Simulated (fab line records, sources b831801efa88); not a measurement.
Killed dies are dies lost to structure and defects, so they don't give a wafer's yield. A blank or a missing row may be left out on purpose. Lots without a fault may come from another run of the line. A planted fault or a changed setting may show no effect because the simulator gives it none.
A struck lot beside a sound one | flow sky130 | 32 steps out of a route of 708
Sound: wafers L671.1, L671.3, L671.6. Struck: wafers L669.1, L669.5, L669.6. The cause comes at the end.
At each step with rows: each side's tool, then ch and its chambers, then its first start. Under that, the readings that differ: sound wafers | struck wafers | difference of the means | sigmas: that difference in standard deviations of wafers without a fault.
alike: readings whose means differ by less than 2 such deviations, and words and numbers that are the same on both sides. not compared: withheld readings, readings that some wafer has no value for, bounds like >300 that may hide the same value, and numbers for which the record gives no deviation and whose values overlap.
The two part at a step that has a row with sigmas, a row that says differs or no value, or rows on one side only. Numbers that don't overlap but have no deviation are shown without sigmas and don't part them. A reading that every wafer of one side lacks parts them only if that side has two wafers or more.

first, 1 step without rows for these wafers: SKY_CONTACT_ETCH_18 (etches Si3N4 in CHF3/O2, stops on TiN, time 39 s, target depth 75 nm).
SKY_CONTACT_STRIP_19: strips in O2/N2.
  sound on plasma_asher-01 ch 0,1, day 34 07:11; struck on plasma_asher-04 ch 0,1, day 34 01:12
  alike: drypump_motor_current_A, oes_product_au, strip_time_to_endpoint_s
  not compared: rf_hours_counter_h
then, 4 steps without rows for these wafers: SKY_CONTACT_STRIP_20 (strips in post etch residue remover, time 1200 s); SKY_CONTACT_CLEAN_21 (cleans in IPA, time 180 s); SKY_CONTACT_CLEAN_22 (cleans in O3/DIW); SKY_CONTACT_SPUTTER_23 (material TiN, target thk 20 nm, time 80 s).
SKY_CONTACT_CVD_24: deposits W, target thk 340 nm, time 102.12 s.
  sound on cvd_w-01 ch 0,1, day 34 07:58; struck on cvd_w-02 ch 0,1, day 34 01:57
  alike: heater_power_w
SKY_CONTACT_RS_MEAS_25: measures by four-point-probe.
  sound on film_metro-02, day 34 08:04; struck on film_metro-02, day 34 02:04
  alike: CONTACT_W_RS
SKY_CONTACT_THK_MEAS_26: measures by xrf.
  sound on film_metro-02, day 34 08:11; struck on film_metro-02, day 34 02:11
  alike: CONTACT_W_THK
then, 3 steps without rows for these wafers: SKY_CONTACT_CMP_27 (polishes, stops on SiO2, t overpolish 15 s, target thk 0 nm); SKY_METAL1_SPUTTER_00 (material Ti, target thk 15 nm, time 10 s); SKY_METAL1_SPUTTER_01 (material TiN, target thk 20 nm, time 16.7 s).
SKY_METAL1_SPUTTER_02: material AlCu, target thk 250 nm, time 13.3 s.
  sound on pvd_sputter-01, day 34 08:35; struck on pvd_sputter-02, day 34 02:35
  reading                                     | sound             | struck            | difference | sigmas
  model.AlCu_of_METAL1_SPUTTER_02.thk_nm (nm) | 251.3 249.2 251.9 | 451.8 446.5 448.6 | +198.2     |
  alike: chamber_pressure_pa, throttle_valve_pct
SKY_METAL1_SPUTTER_03: material Ti, target thk 5 nm, time 3.3 s.
  sound on pvd_sputter-01, day 34 08:37; struck on pvd_sputter-02, day 34 02:37
  alike: chamber_pressure_pa, throttle_valve_pct
SKY_METAL1_SPUTTER_04: material TiN, target thk 70 nm, time 58.3 s.
  sound on pvd_sputter-01, day 34 08:38; struck on pvd_sputter-02, day 34 02:38
  alike: chamber_pressure_pa, throttle_valve_pct
SKY_METAL1_RS_MEAS_05: measures by four-point-probe.
  sound on film_metro-04, day 34 08:41; struck on film_metro-02, day 34 02:41
  reading                 | sound                | struck               | difference | sigmas
  METAL1_ALCU_RS (ohm/sq) | 0.1260 0.1271 0.1259 | 0.0693 0.0702 0.0699 | -0.0565    | -33
SKY_METAL1_THK_MEAS_06: measures by xrf.
  sound on film_metro-04, day 34 08:49; struck on film_metro-02, day 34 02:48
  reading              | sound       | struck      | difference | sigmas
  METAL1_ALCU_THK (nm) | 250 248 250 | 453 443 445 | +198       | +52
then, 8 steps without rows for these wafers: SKY_METAL1_DEHYDRATE_07 (time 60 s); SKY_METAL1_HMDS_08 (prime time 60 s); SKY_METAL1_COAT_09 (resist thk 60 nm); SKY_METAL1_COAT_10 (resist thk 450 nm); SKY_METAL1_SOFTBAKE_11 (time 90 s); SKY_METAL1_EXPOSE_12 (exposes mask MM1, target cd 140 nm); SKY_METAL1_PEB_13; SKY_METAL1_DEVELOP_14 (develop time 60 s).
SKY_METAL1_CD_MEAS_15: target cd 140 nm.
  sound on cd_sem-01, day 35 11:10; struck on cd_sem-01, day 35 05:31
  alike: cd_nm
SKY_METAL1_OVL_MEAS_16:
  sound on overlay-02, day 35 11:17; struck on overlay-02, day 35 05:38
  alike: METAL1_OVL
then, 2 steps without rows for these wafers: SKY_METAL1_DESCUM_17 (chemistry O2, time 8 s); SKY_METAL1_ETCH_18 (etches BARC in N2/H2, stops on SiO2, time 45.9 s, target depth 60 nm).
SKY_METAL1_METAL_ETCH_19: etches the open film in Cl2/BCl3, stops on SiO2, target depth 360 nm, time 78 s.
  sound on rie_metal-01 ch 0,1, day 35 11:25; struck on rie_metal-03 ch 0,1, day 35 05:46
  reading               | sound             | struck            | difference | sigmas
  oes_product_au (a.u.) | 0.852 0.847 0.854 | 1.007 1.015 1.007 | +0.159     | +26
  alike: drypump_motor_current_A, mfc_cl2_sccm, throttle_valve_pct
  not compared: rf_hours_counter_h
SKY_METAL1_STRIP_20: strips in O2/N2.
  sound on plasma_asher-02 ch 0,1, day 35 11:30; struck on plasma_asher-02 ch 0,1, day 35 05:51
  alike: drypump_motor_current_A, oes_product_au, strip_time_to_endpoint_s
  not compared: rf_hours_counter_h
-- the record jumps here: 13 days lie between the struck wafers' starts before and after (it left off in module METAL1 and takes up again in module PAD_OPEN, whose first step shown is number 708 of the route) --
SKY_PAD_OPEN_PROBE_99:
  sound on prober-01, day 47 22:20; struck on prober-02, day 47 19:28
  reading                  | sound          | struck         | difference | sigmas
  defect_limited_yield (%) | 83.1 82.7 84.6 | 0 0 0          | -83        | -44
  killed_at_M0_to_M3       | 40 39 38       | 452 458 445    | +413       | +55
  killed_at_other          | 1 2 1          | 0 0 0          | -1         | -2
  killed_dies              | 83 85 76       | 492 492 492    | +411       | +44
  killed_on_rim            | 17 14 18       | 96 96 96       | +80        | +24
  sort_bin_5_function (%)  | 9.1 9.8 11.2   | 91.1 94.3 91.3 | +82.2      | +59
  sort_n_pass              | 409 407 416    | 0 0 0          | -411       | -44
  sort_yield_pct (%)       | 83.1 82.7 84.6 | 0 0 0          | -83        | -44
  alike: killed_at_M4_up, killed_at_contacts, killed_at_front_end, killed_open, killed_short, sort_bin_3_pad_short, sort_bin_6_memory

WHERE THEY PART
First at SKY_METAL1_RS_MEAS_05; last, within this record, at SKY_PAD_OPEN_PROBE_99.

WHY: what the simulator had put in
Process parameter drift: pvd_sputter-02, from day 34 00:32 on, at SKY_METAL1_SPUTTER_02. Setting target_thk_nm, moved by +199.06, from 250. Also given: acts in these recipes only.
